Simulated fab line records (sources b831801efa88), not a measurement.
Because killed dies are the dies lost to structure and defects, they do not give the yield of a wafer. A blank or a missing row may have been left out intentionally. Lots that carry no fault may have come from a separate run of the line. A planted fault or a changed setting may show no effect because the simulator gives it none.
One fault seen from 2 desks | flow sky130 | only its own numbers are on each desk; what lay behind them is given at the end

## THE METROLOGY DESK
What the gauges read, lot by lot, whatever tool the lot ran on: means of the sampled wafers that have a number. The brackets show how far a lot's mean lies from the usual mean; more than 4 standard deviations puts the lot out of limits, marked OUT.
Columns: A = VIA4_W_RS at SKY_VIA4_RS_MEAS_19, usual 0.2241 ohm/sq; B = VIA4_W_THK at SKY_VIA4_THK_MEAS_20, usual 503 nm
lot  | first seen here | A                | B
L350 | day 43 03:35    | 0.2235           | 506
L353 | day 44 16:32    | 0.2230           | 501
L352 | day 44 21:09    | 0.2217           | 511
L356 | day 45 04:17    | 0.2208           | 513
L358 | day 46 08:54    | 0.2252           | 500
L360 | day 46 09:48    | 0.2252           | 493
L362 | day 46 16:28    | 0.1753 (-17) OUT | 630 (+18) OUT
L366 | day 47 08:53    | 0.2266           | 504
L369 | day 48 00:14    | 0.2286           | 498
L371 | day 48 10:34    | 0.2257           | 503
This desk reports L362 out of limits; the earliest was L362 at day 46 16:28 (VIA4_W_RS at SKY_VIA4_RS_MEAS_19). L350, L353, L352, L356, L358, L360, L366, L369, L371: within limits.

## TOOL OWNER'S DESK, cvdW-02
The tool's own readings at SKY_VIA4_CVD_18 (deposits W, target thk 505 nm, time 152.14 s): means of the sampled wafers that have a number, for each lot that ran on this tool. The brackets show how far a lot's mean lies from the usual mean; more than 4 standard deviations puts the lot out of limits, marked OUT.
Columns: A = chamberPressureTorr at SKY_VIA4_CVD_18, usual 40.01 Torr; B = heaterPowerW at SKY_VIA4_CVD_18, usual 832 W; C = susceptorTempC at SKY_VIA4_CVD_18, usual 400.01 C
lot  | first seen here | A     | B   | C
L350 | day 43 03:26    | 40.01 | 811 | 399.95
L353 | day 44 16:23    | 39.98 | 819 | 400.01
L352 | day 44 21:00    | 39.99 | 812 | 399.82
L356 | day 45 04:07    | 40.12 | 799 | 400.00
L358 | day 46 08:44    | 40.06 | 815 | 400.05
L362 | day 46 16:18    | 40.02 | 869 | 412.90 (+68) OUT
This desk finds L362 out of limits, L362 being first, at day 46 16:18 (susceptorTempC at SKY_VIA4_CVD_18). L350, L353, L352, L356, L358: within limits.

## TAKEN TOGETHER
On L362, at day 46 16:18, an alarm was possible from the tool owner's desk.
At day 46 16:28 the metrology desk could have sounded an alarm, on L362.
The lots listed all ran SKY_VIA4_CVD_18 on cvdW-02.

## WHAT THE SIMULATOR HAD PUT IN
Process parameters drifting: cvdW-02 at SKY_VIA4_CVD_18, beginning at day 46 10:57. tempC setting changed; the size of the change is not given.
Struck lots among those shown: L362.
Delay (hours) between the fault's onset and each desk's first out-of-limits reading: 5 at the tool owner's desk, 6 at the metrology desk.
